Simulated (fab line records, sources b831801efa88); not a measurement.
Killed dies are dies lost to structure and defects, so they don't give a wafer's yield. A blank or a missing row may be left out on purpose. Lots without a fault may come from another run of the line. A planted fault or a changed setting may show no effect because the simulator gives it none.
A struck lot beside a sound one | flow sky130 | 14 steps out of a route of 708
Sound: wafers L863.1, L863.3, L863.6. Struck: wafers L853.1, L853.5, L853.6. The cause comes at the end.
At each step with rows: each side's tool, then ch and its chambers, then its first start. Under that, the readings that differ: sound wafers | struck wafers | difference of the means | sigmas: that difference in standard deviations of wafers without a fault.
alike: readings whose means differ by less than 2 such deviations, and words and numbers that are the same on both sides. not compared: withheld readings, readings that some wafer has no value for, bounds like >300 that may hide the same value, and numbers for which the record gives no deviation and whose values overlap.
The two part at a step that has a row with sigmas, a row that says differs or no value, or rows on one side only. Numbers that don't overlap but have no deviation are shown without sigmas and don't part them. A reading that every wafer of one side lacks parts them only if that side has two wafers or more.

SKY_VIA3_OVL_MEAS_13:
  sound on overlay-02, day 45 22:11; struck on overlay-02, day 43 15:28
  alike: VIA3_OVL
SKY_VIA3_ETCH_14: etches BARC in N2/H2, stops on SiO2, time 45.9 s, target depth 60 nm.
  sound on rie_diel-02 ch 0,3, day 45 22:14; struck on rie_diel-01 ch 2,3, day 43 15:29
  alike: bias_w, drypump_motor_current_A, oes_product_au, throttle_valve_pct
  not compared: rf_hours_counter_h
then, 1 step without rows for these wafers: SKY_VIA3_ETCH_15 (etches SiO2 in C4F8/O2/Ar, stops on TiN, target depth 507 nm, time 78 s).
SKY_VIA3_STRIP_16: strips in O2/N2.
  sound on plasma_asher-04 ch 0,1, day 45 22:20; struck on plasma_asher-01 ch 0,1, day 43 15:35
  reading                     | sound       | struck      | difference | sigmas
  drypump_motor_current_A (A) | 6.5 6.3 6.5 | 5.1 5.1 5.6 | -1.2       | -2
  alike: oes_product_au, strip_time_to_endpoint_s
  not compared: rf_hours_counter_h
then, 3 steps without rows for these wafers: SKY_VIA3_STRIP_17 (strips in post etch residue remover, time 1200 s); SKY_VIA3_CLEAN_18 (cleans in IPA, time 180 s); SKY_VIA3_CLEAN_19 (cleans in O3/DIW).
SKY_VIA3_SPUTTER_20: material TiN, target thk 20 nm, time 80 s.
  sound on pvd_sputter-02, day 45 22:55; struck on pvd_sputter-02, day 43 16:11
  alike: cathode_dc_power_W, chamber_pressure_pa, throttle_valve_pct
SKY_VIA3_CVD_21: deposits W, target thk 390 nm, time 117.31 s.
  sound on cvd_w-01 ch 0,1, day 45 22:59; struck on cvd_w-02 ch 0,1, day 43 16:15
  alike: heater_power_w
SKY_VIA3_RS_MEAS_22: measures by four-point-probe.
  sound on film_metro-01, day 45 23:07; struck on film_metro-02, day 43 16:22
  alike: VIA3_W_RS
SKY_VIA3_THK_MEAS_23: measures by xrf.
  sound on film_metro-01, day 45 23:14; struck on film_metro-02, day 43 16:29
  alike: VIA3_W_THK
SKY_VIA3_CMP_24: polishes, stops on SiO2, t overpolish 20 s, target thk 0 nm.
  sound on cmp-02 ch 2,3, day 45 23:17; struck on cmp-01 ch 0,1,2, day 43 16:39
  alike: motor_current_A, overpolish_run_s, slurry_flow_ml_min, time_to_endpoint_s
SKY_METAL4_SPUTTER_00: material Ti, target thk 15 nm, time 10 s.
  sound on pvd_sputter-03, day 45 23:35; struck on pvd_sputter-01, day 43 16:51
  no value came back on the struck wafers for cathode_dc_power_W (W), chamber_pressure_pa (Pa), throttle_valve_pct (%); on the sound wafers cathode_dc_power_W (W) reads 2999.0 2999.6 3000.1
then, 1 step without rows for these wafers: SKY_METAL4_SPUTTER_01 (material TiN, target thk 20 nm, time 16.7 s).

WHERE THEY PART
First at SKY_VIA3_STRIP_16; last, within this record, at SKY_METAL4_SPUTTER_00.

WHY: what the simulator had put in
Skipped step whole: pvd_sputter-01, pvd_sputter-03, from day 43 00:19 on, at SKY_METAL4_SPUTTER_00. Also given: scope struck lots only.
